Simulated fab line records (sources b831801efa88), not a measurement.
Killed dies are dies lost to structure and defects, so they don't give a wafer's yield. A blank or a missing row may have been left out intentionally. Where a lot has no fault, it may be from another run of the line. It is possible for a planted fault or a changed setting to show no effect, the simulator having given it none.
fab line records ; flow sky130
record lots=6; wafers=18; lastDay=50
route steps=708 shown VIA1@482 METAL2@483 PAD_OPEN@708
lots that met no fault: taken from a fault-free run of the same line
startH: the number of hours between the record's first day and the start of the first shown wafer of the lot ; waitH: hours elapsed since this lot's preceding step ; " the same as in the row above ; L1.1+2: one row covering several wafers at once ; - no value present, or no start provided ; * or withheld: withheld ; < > ~ a bound
route shown NAME@n: a module of which the file shows steps, and the number in the route of the first ; usual: mean/standard deviation of fault-free wafers ; same: alike in all rows ; chamber/n: place in a boat ; sites: the reading at each site ; _std_site: the standard deviation of these ; _edge_site: the outer-site mean with the inner-site mean subtracted ; radiusMm: how far each site lies from the wafer's centre ; mask NAME#n: copy n ; behind: the last tool/chamber to shape the wafer ; hold: reason for holding the lot/hours on hold/outcome of the hold ; device: whichever transistor did not switch (one of n, p or np) ; end of line: tests of these same wafers at the route's end ; for a step that has no rows: nothing shown but its recipe ; killed: at the first sort, the dies lost to defects and structure; wafer yield is something else ; map: the dies of a wafer, with x for killed, . for not killed, _ for no die there
set.NAME: the setting the step ran with; set.NAME@STEP: the setting that earlier step ran with ; model.NAME: the simulator's own value behind a step, which no gauge read
lots seen at some steps along the route; tables by step, rows by wafer
services: the hour from which a tool's chamber was out of use, counted from the record's first day as startH (under 0 if before that day), plus the number of hours and why
## steps
# step SKY_VIA1_CMP_24
# recipe stopOn=SiO2; tOverpolishS=15; downForcePsi=3.5; platenRpm=60; targetThkNm=0; padVelocityMS=0.94248
# usual headPressurePsi=3.500/0.0076; motorCurrentA=11.0/1.1; overpolishRunS=15.001/0.009; timeToEndpointS=67/4
lot.wafer;tool;chamber;startH;waitH;headPressurePsi;motorCurrentA;overpolishRunS;timeToEndpointS
L353.1;cmp-01;0;807.03;0.1;3.510;10.7;15.004;64
L353.2;cmp-01;2;807.03;0.1;3.494;11.1;15.002;79
L353.5;cmp-01;1;807.03;0.1;3.513;12.2;15.010;71
L361.4;cmp-02;1;860.28;0.1;3.502;10.3;15.005;64
L361.1;cmp-02;2;860.28;0.1;3.499;10.7;15.002;70
L361.6;cmp-02;3;860.28;0.1;3.491;12.5;14.986;70
L362.4;cmp-02;1;869.29;0.0;3.507;10.0;15.008;68
L362.1;cmp-02;3;869.29;0.0;3.494;13.1;14.998;75
L362.2;cmp-02;0;869.29;0.0;3.509;10.9;15.014;66
L363.1;cmp-01;1;877.23;0.1;3.502;12.5;15.009;65
L363.4;cmp-01;2;877.23;0.1;3.501;11.0;14.999;69
L363.2;cmp-01;0;877.23;0.1;3.498;10.1;14.999;56
L368.4;cmp-02;3;938.19;0.0;3.490;12.7;14.982;66
L368.3;cmp-02;2;938.19;0.0;3.491;11.4;15.002;68
L368.6;cmp-02;3;938.19;0.0;3.501;12.2;15.011;67
L373.1;cmp-01;2;949.97;0.1;3.502;11.1;15.008;68
L373.3;cmp-01;3;949.97;0.1;3.496;8.6;15.007;64
L373.2;cmp-01;0;949.97;0.1;3.521;10.1;15.002;61
# step SKY_METAL2_SPUTTER_00
# recipe material=Ti; targetThkNm=15; powerW=3000; timeS=10; chamberPressurePa=0.4
# step SKY_METAL2_SPUTTER_01
# recipe material=TiN; targetThkNm=20; powerW=6500; timeS=16.7; chamberPressurePa=0.4
# usual throttleValvePct=29.7/1
lot.wafer;tool;chamber;startH;waitH;throttleValvePct
L353.1;pvdSputter-01;-;807.36;0.0;30.1
L353.2;pvdSputter-01;-;807.36;0.0;30.6
L353.5;pvdSputter-01;-;807.36;0.0;30.1
L361.1;pvdSputter-01;-;860.51;0.0;30.8
L361.4;pvdSputter-01;-;860.51;0.0;29.6
L361.6;pvdSputter-01;-;860.51;0.0;30.0
L362.1;pvdSputter-01;-;869.61;0.0;30.5
L362.2;pvdSputter-01;-;869.61;0.0;30.4
L362.4;pvdSputter-01;-;869.61;0.0;29.3
L363.1;pvdSputter-02;-;877.56;0.0;30.6
L363.2;pvdSputter-02;-;877.56;0.0;28.3
L363.4;pvdSputter-02;-;877.56;0.0;28.0
L368.3;pvdSputter-02;-;938.52;0.0;28.2
L368.4;pvdSputter-02;-;938.52;0.0;31.0
L368.6;pvdSputter-02;-;938.52;0.0;30.7
L373.1;pvdSputter-03;-;950.24;0.0;28.9
L373.2;pvdSputter-03;-;950.24;0.0;31.0
L373.3;pvdSputter-03;-;950.24;0.0;29.2
# step SKY_METAL2_SPUTTER_02
# recipe material=AlCu; targetThkNm=250; powerW=10600; timeS=13.3; chamberPressurePa=0.4
# usual throttleValvePct=29.7/0.99
lot.wafer;tool;chamber;startH;waitH;throttleValvePct
L353.1;pvdSputter-01;-;807.38;0.0;30.3
L353.2;pvdSputter-01;-;807.38;0.0;30.4
L353.5;pvdSputter-01;-;807.38;0.0;30.0
L361.1;pvdSputter-01;-;860.53;0.0;30.7
L361.4;pvdSputter-01;-;860.53;0.0;29.5
L361.6;pvdSputter-01;-;860.53;0.0;30.1
L362.1;pvdSputter-01;-;869.64;0.0;30.8
L362.2;pvdSputter-01;-;869.64;0.0;30.7
L362.4;pvdSputter-01;-;869.64;0.0;29.4
L363.1;pvdSputter-02;-;877.58;0.0;30.7
L363.2;pvdSputter-02;-;877.58;0.0;28.4
L363.4;pvdSputter-02;-;877.58;0.0;28.5
L368.3;pvdSputter-02;-;938.54;0.0;28.5
L368.4;pvdSputter-02;-;938.54;0.0;30.9
L368.6;pvdSputter-02;-;938.54;0.0;30.8
L373.1;pvdSputter-03;-;950.27;0.0;28.6
L373.2;pvdSputter-03;-;950.27;0.0;30.9
L373.3;pvdSputter-03;-;950.27;0.0;29.1
# step SKY_METAL2_SPUTTER_03
# recipe material=Ti; targetThkNm=5; powerW=3000; timeS=3.3; chamberPressurePa=0.4
# usual throttleValvePct=29.7/1
lot.wafer;tool;chamber;startH;waitH;throttleValvePct
L353.1;pvdSputter-01;-;807.41;0.0;30.3
L353.2;pvdSputter-01;-;807.41;0.0;30.3
L353.5;pvdSputter-01;-;807.41;0.0;30.1
L361.1;pvdSputter-01;-;860.56;0.0;30.5
L361.4;pvdSputter-01;-;860.56;0.0;29.4
L361.6;pvdSputter-01;-;860.56;0.0;30.3
L362.1;pvdSputter-01;-;869.66;0.0;30.8
L362.2;pvdSputter-01;-;869.66;0.0;30.4
L362.4;pvdSputter-01;-;869.66;0.0;29.3
L363.1;pvdSputter-02;-;877.61;0.0;30.8
L363.2;pvdSputter-02;-;877.61;0.0;28.3
L363.4;pvdSputter-02;-;877.61;0.0;28.2
L368.3;pvdSputter-02;-;938.57;0.0;28.2
L368.4;pvdSputter-02;-;938.57;0.0;30.8
L368.6;pvdSputter-02;-;938.57;0.0;30.5
L373.1;pvdSputter-03;-;950.29;0.0;28.7
L373.2;pvdSputter-03;-;950.29;0.0;31.4
L373.3;pvdSputter-03;-;950.29;0.0;29.0
# step SKY_METAL2_SPUTTER_04
# recipe material=TiN; targetThkNm=70; powerW=6500; timeS=58.3; chamberPressurePa=0.4
# usual throttleValvePct=29.7/0.99
lot.wafer;tool;chamber;startH;waitH;throttleValvePct
L353.1;pvdSputter-01;-;807.42;0.0;30.2
L353.2;pvdSputter-01;-;807.42;0.0;30.4
L353.5;pvdSputter-01;-;807.42;0.0;30.2
L361.1;pvdSputter-01;-;860.57;0.0;30.8
L361.4;pvdSputter-01;-;860.57;0.0;29.4
L361.6;pvdSputter-01;-;860.57;0.0;30.1
L362.1;pvdSputter-01;-;869.68;0.0;30.8
L362.2;pvdSputter-01;-;869.68;0.0;30.5
L362.4;pvdSputter-01;-;869.68;0.0;29.4
L363.1;pvdSputter-02;-;877.62;0.0;30.8
L363.2;pvdSputter-02;-;877.62;0.0;28.6
L363.4;pvdSputter-02;-;877.62;0.0;28.3
L368.3;pvdSputter-02;-;938.58;0.0;28.2
L368.4;pvdSputter-02;-;938.58;0.0;30.6
L368.6;pvdSputter-02;-;938.58;0.0;31.0
L373.1;pvdSputter-03;-;950.31;0.0;29.0
L373.2;pvdSputter-03;-;950.31;0.0;31.0
L373.3;pvdSputter-03;-;950.31;0.0;29.1
# step SKY_METAL2_RS_MEAS_05
# recipe thkMeasGauge=four-point-probe; reads=TiN_of_METAL2_SPUTTER_04+Ti_of_METAL2_SPUTTER_03+AlCu_of_METAL2_SPUTTER_02+TiN_of_METAL2_SPUTTER_01+Ti_of_METAL2_SPUTTER_00
# usual METAL2_ALCU_RS=0.1261/0.0015
lot.wafer;tool;chamber;startH;waitH;METAL2_ALCU_RS[ohm/sq]
L353.1;filmMetro-03;-;807.47;0.0;0.1249
L353.2;filmMetro-03;-;807.47;0.0;0.1253
L353.5;filmMetro-03;-;807.47;0.0;0.1238
L361.1;filmMetro-03;-;860.62;0.0;0.1244
L361.4;filmMetro-03;-;860.62;0.0;0.1267
L361.6;filmMetro-03;-;860.62;0.0;0.1236
L362.1;filmMetro-03;-;869.73;0.0;0.1249
L362.2;filmMetro-03;-;869.73;0.0;0.1249
L362.4;filmMetro-03;-;869.73;0.0;0.1273
L363.1;filmMetro-02;-;877.67;0.0;0.1257
L363.2;filmMetro-02;-;877.67;0.0;0.1259
L363.4;filmMetro-02;-;877.67;0.0;0.1250
L368.3;filmMetro-02;-;938.67;0.1;0.1260
L368.4;filmMetro-02;-;938.67;0.1;0.1254
L368.6;filmMetro-02;-;938.67;0.1;0.1265
L373.1;filmMetro-01;-;950.36;0.0;0.1254
L373.2;filmMetro-01;-;950.36;0.0;0.1274
L373.3;filmMetro-01;-;950.36;0.0;0.1273
# step SKY_METAL2_THK_MEAS_06
# recipe thkMeasGauge=xrf; reads=AlCu_of_METAL2_SPUTTER_02
# usual METAL2_ALCU_THK=256/3.1
lot.wafer;tool;chamber;startH;waitH;METAL2_ALCU_THK[nm]
L353.1;filmMetro-03;-;807.59;0.1;256
L353.2;filmMetro-03;-;807.59;0.1;257
L353.5;filmMetro-03;-;807.59;0.1;259
L361.1;filmMetro-03;-;860.74;0.1;257
L361.4;filmMetro-03;-;860.74;0.1;252
L361.6;filmMetro-03;-;860.74;0.1;259
L362.1;filmMetro-03;-;869.85;0.1;257
L362.2;filmMetro-03;-;869.85;0.1;257
L362.4;filmMetro-03;-;869.85;0.1;254
L363.1;filmMetro-02;-;877.79;0.1;258
L363.2;filmMetro-02;-;877.79;0.1;259
L363.4;filmMetro-02;-;877.79;0.1;259
L368.3;filmMetro-02;-;938.77;0.1;259
L368.4;filmMetro-02;-;938.77;0.1;258
L368.6;filmMetro-02;-;938.77;0.1;256
L373.1;filmMetro-01;-;950.48;0.1;257
L373.2;filmMetro-01;-;950.48;0.1;254
L373.3;filmMetro-01;-;950.48;0.1;253
# step SKY_METAL2_DEHYDRATE_07
# recipe tempC=200; timeS=60
# step SKY_METAL2_HMDS_08
# recipe primeTimeS=60; primeTempC=120
# step SKY_METAL2_COAT_09
# recipe resist=BARC; tempC=withheld; timeS=withheld; spinRpm=3000; resistThkNm=60
# step SKY_METAL2_COAT_10
# recipe resist=KrF-thick; spinRpm=3000; resistThkNm=450
# step SKY_METAL2_SOFTBAKE_11
# recipe tempC=100; timeS=90; resist=KrF-thick
# usual exhaustPa=45.0/0.86; runLengthS=119.06/0.23
lot.wafer;tool;chamber;startH;waitH;exhaustPa;runLengthS
L353.1;lithoTrack-03;0;820;-;45.3;119.15
L353.2;lithoTrack-03;0;820;-;44.7;119.38
L353.5;lithoTrack-03;0;820;-;45.8;119.17
L361.1;lithoTrack-01;0;874;-;44.7;119.10
L361.4;lithoTrack-01;0;874;-;44.0;119.07
L361.6;lithoTrack-01;0;874;-;43.6;119.25
L362.1;lithoTrack-03;0;882;-;44.8;129.62
L362.2;lithoTrack-03;0;882;-;44.2;129.61
L362.4;lithoTrack-03;0;882;-;45.4;129.80
L363.1;lithoTrack-03;0;889;-;44.3;129.87
L363.2;lithoTrack-03;0;889;-;43.7;129.70
L363.4;lithoTrack-03;0;889;-;44.8;129.74
L368.3;lithoTrack-02;0;950;-;44.3;118.55
L368.4;lithoTrack-02;0;950;-;44.9;118.74
L368.6;lithoTrack-02;0;950;-;45.6;118.60
L373.1;lithoTrack-02;0;962;-;45.1;118.59
L373.2;lithoTrack-02;0;962;-;42.9;118.85
L373.3;lithoTrack-02;0;962;-;43.7;118.69
# step SKY_METAL2_EXPOSE_12
# recipe maskId=MM2; na=0.8; sourceShape=annular; sigmaInner=0.55; sigmaOuter=0.85; targetCdNm=140; doseMj=28
# step SKY_PAD_OPEN_PROBE_99
# usual defectLimitedYield=82.1/1.7; killed_at_M0_to_M3=44/6.4; killed_at_M4_up=3.0/1.8; killedAtContacts=24/5; killedAtFrontEnd=16/4.3; killedAtOther=0.4/0.76; killedDies=88/8.6; killedOpen=47/7.2; killedShort=40/5.5; sort_bin_3_pad_short=0.9/0.44; sort_bin_5_function=10.6/1.5; sort_bin_6_memory=6.4/1.2; sortNPass=404/8.6; sortYieldPct=82.1/1.7
# same grossDies=492; killedAtBackSide=0; sort_bin_4_leakage[%]=0; sort_bin_8_speed[%]=0
lot.wafer;tool;chamber;startH;waitH;defectLimitedYield[%];killed_at_M0_to_M3;killed_at_M4_up;killedAtContacts;killedAtFrontEnd;killedAtOther;killedDies;killedOpen;killedShort;sort_bin_3_pad_short[%];sort_bin_5_function[%];sort_bin_6_memory[%];sortNPass;sortYieldPct[%]
L353.1;prober-01;-;1085.55;0.1;82.7;49;5;24;7;0;85;47;38;0.4;10.2;6.7;407;82.7
L353.2;prober-01;-;1085.60;0.1;78.7;54;4;35;12;0;105;56;49;0.8;12.6;7.9;387;78.7
L353.5;prober-01;-;1085.75;0.2;82.9;45;1;18;20;0;84;42;42;1.0;9.1;6.9;408;82.9
L361.1;prober-01;-;1126.70;0.1;82.7;46;0;28;11;0;85;36;48;0.8;11.4;5.1;407;82.7
L361.4;prober-01;-;1126.85;0.2;82.1;54;2;19;13;0;88;59;29;0.4;10.0;7.5;404;82.1
L361.6;prober-01;-;1126.95;0.2;82.5;40;0;28;18;0;86;51;34;1.6;10.6;5.3;406;82.5
L362.1;prober-02;-;1134.21;0.1;81.1;47;7;19;20;0;93;43;49;1.6;12.2;5.1;399;81.1
L362.2;prober-02;-;1134.26;0.1;82.5;37;3;22;23;1;86;50;36;1.6;10.0;5.9;406;82.5
L362.4;prober-02;-;1134.36;0.2;81.1;47;3;22;21;0;93;56;37;1.0;11.6;6.3;399;81.1
L373.1;prober-01;-;1191.87;0.1;81.9;46;3;22;17;1;89;43;45;1.4;10.8;5.9;403;81.9
L373.2;prober-01;-;1191.92;0.1;83.5;44;6;22;9;0;81;40;41;1.2;9.1;6.1;411;83.5
L373.3;prober-01;-;1191.97;0.2;83.1;43;2;19;16;3;83;42;39;0.6;11.4;4.9;409;83.1
# killed by level:class
L353.1 VIA1:geometricParticle:open=15 LI_CONTACT:geometricParticle:open=10 VIA3:geometricParticle:open=8 VIA1:geometricParticle:short=5 METAL2:geometricParticle:short=5 CONTACT:geometricParticle:open=4 LOCAL_INTERCONNECT:geometricParticle:short=4 VIA2:geometricParticle:short=4
L353.2 VIA1:geometricParticle:open=15 CONTACT:geometricParticle:open=14 VIA1:geometricParticle:short=11 VIA3:geometricParticle:open=7 LOCAL_INTERCONNECT:geometricParticle:short=7 METAL1:geometricParticle:short=7 LI_CONTACT:geometricParticle:open=6 VIA2:geometricParticle:open=6
L353.5 VIA1:geometricParticle:open=13 METAL1:geometricParticle:short=10 FIELD_ISO:geometricParticle:short=5 CONTACT:geometricParticle:open=5 VIA2:geometricParticle:open=5 LI_CONTACT:geometricParticle:open=4 CONTACT:geometricParticle:short=4 VIA3:geometricParticle:short=4
L361.1 VIA1:geometricParticle:open=11 CONTACT:geometricParticle:open=9 METAL2:geometricParticle:short=8 CONTACT:geometricParticle:short=6 METAL1:geometricParticle:short=6 LOCAL_INTERCONNECT:geometricParticle:short=5 VIA1:geometricParticle:short=5 FIELD_ISO:geometricParticle:short=4
L361.4 VIA1:geometricParticle:open=14 VIA3:geometricParticle:open=9 LI_CONTACT:geometricParticle:open=8 VIA2:geometricParticle:open=8 METAL1:geometricParticle:short=7 FIELD_ISO:geometricParticle:open=6 CONTACT:geometricParticle:open=5 METAL2:geometricParticle:short=5
L361.6 CONTACT:geometricParticle:open=11 VIA1:geometricParticle:open=10 VIA3:geometricParticle:open=9 LI_CONTACT:geometricParticle:open=8 FIELD_ISO:geometricParticle:short=6 POLY_GATE:geometricParticle:short=5 METAL1:geometricParticle:short=5 VIA1:geometricParticle:short=5
L362.1 CONTACT:geometricParticle:open=10 METAL2:geometricParticle:short=10 VIA1:geometricParticle:open=7 VIA3:geometricParticle:open=6 FIELD_ISO:geometricParticle:open=5 FIELD_ISO:geometricParticle:short=5 METAL4:geometricParticle:short=5 POLY_GATE:geometricParticle:open=4
L362.2 VIA1:geometricParticle:open=11 FIELD_ISO:geometricParticle:open=8 LI_CONTACT:geometricParticle:open=7 METAL1:geometricParticle:short=6 CONTACT:geometricParticle:open=6 CONTACT:geometricParticle:short=5 VIA3:geometricParticle:open=5 POLY_GATE:geometricParticle:open=4
L362.4 CONTACT:geometricParticle:open=10 VIA1:geometricParticle:open=8 LI_CONTACT:geometricParticle:open=7 VIA3:geometricParticle:open=7 POLY_GATE:geometricParticle:open=6 VIA2:geometricParticle:open=6 METAL2:geometricParticle:short=5 METAL1:geometricParticle:short=5
L373.1 VIA1:geometricParticle:open=10 LI_CONTACT:geometricParticle:open=9 VIA1:geometricParticle:short=8 VIA3:geometricParticle:open=7 METAL2:geometricParticle:short=6 LOCAL_INTERCONNECT:geometricParticle:short=5 METAL1:geometricParticle:short=5 VIA2:geometricParticle:open=5
L373.2 VIA1:geometricParticle:open=10 LI_CONTACT:geometricParticle:open=9 METAL2:geometricParticle:short=7 VIA3:geometricParticle:open=6 VIA1:geometricParticle:short=5 LOCAL_INTERCONNECT:geometricParticle:short=4 METAL4:geometricParticle:short=4 LI_CONTACT:geometricParticle:short=3
L373.3 VIA1:geometricParticle:open=11 CONTACT:geometricParticle:open=7 METAL2:geometricParticle:short=7 VIA2:geometricParticle:open=7 FIELD_ISO:geometricParticle:short=6 METAL1:geometricParticle:short=6 LI_CONTACT:geometricParticle:open=5 LOCAL_INTERCONNECT:geometricParticle:short=4
## services
tool;chamber;startH;hours;kind
pvdSputter-03;-;807.58;1.4;repair
cmp-02;-;812.20;0.6;repair
cmp-02;-;830.73;3.0;repair
cmp-02;-;855.57;0.8;repair
cmp-02;-;875.83;0.6;repair
pvdSputter-03;-;879.07;4.5;repair
cmp-02;-;912.00;4.0;pm
cmp-02;-;916.00;-;consumableReplace:conditioner
cmp-02;-;916.00;-;consumableReplace:pad
cmp-01;-;922.22;2.5;repair
pvdSputter-03;-;928.79;0.6;repair
cmp-02;-;929.32;0.3;repair
cmp-01;-;950.25;5.6;pm
## key
firstSign step=SKY_METAL2_SOFTBAKE_11; reading=runLengthS; direction=up; sigmas=46; usual=*; struck=*
effect none on later readings
metAt SKY_METAL2_SOFTBAKE_11
struckWafers L362.1,L362.2,L362.4,L363.1,L363.2,L363.4
onsetBetween 820 882
fault kind=processParameterDrift; tool=lithoTrack-03; chamber=-; onsetH=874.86; steps=SKY_METAL2_SOFTBAKE_11; channel=timeS; offset=*; shape=step; endH=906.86; actsIn=*; stated=*
